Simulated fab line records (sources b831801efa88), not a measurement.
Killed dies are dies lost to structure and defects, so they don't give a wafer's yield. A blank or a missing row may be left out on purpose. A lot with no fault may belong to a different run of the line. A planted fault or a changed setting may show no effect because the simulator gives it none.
The tool behind it: which one? | flow sky130 | 6 lots (18 wafers sampled), 1 step of a 708-step route

## WHAT THE GAUGES READ, wafer by wafer
SKY_GATE_OXIDE_THK_MEAS_02.
lot  | measured     | on            | GATE_OXIDE_OXIDATION_00_THK (nm)
L725 | day 13 15:09 | film_metro-02 | 10.04 10.16 10.16
L726 | day 15 04:28 | film_metro-03 | 10.08 10.12 10.05
L732 | day 16 01:12 | film_metro-03 | 10.25 10.01 9.96
L735 | day 17 10:13 | film_metro-02 | 10.32 10.37 10.40
L738 | day 18 05:35 | film_metro-03 | 10.49 10.29 10.08
L744 | day 20 10:02 | film_metro-02 | 10.17 10.20 10.15

## EACH LOT AND THE TOOL THAT RAN IT (in order: tool; ch and the chambers of the sampled wafers; start)
Record: no process step prior to these readings.

## THE ANSWER, worked out from the rows above alone
Rule: what is usual is taken from the lots themselves. Put in order of their means at a reading, lots are off if they are a third of the lots or fewer, leave a main group of 4 or more, and stand apart from it by a gap of 3 or more times the standard deviation of the main group's means; of several such gaps the widest counts. A main group whose means are all the same, to the digits that the tables above print for the reading, isn't used. A lot without any number at a reading at which 4 lots or more have one is off too. Where the step has rows for the other lots, those lots are counted as sound.
Nothing can be told from this: no lot is off at any reading shown.

## WHAT THE SIMULATOR HAD PUT IN
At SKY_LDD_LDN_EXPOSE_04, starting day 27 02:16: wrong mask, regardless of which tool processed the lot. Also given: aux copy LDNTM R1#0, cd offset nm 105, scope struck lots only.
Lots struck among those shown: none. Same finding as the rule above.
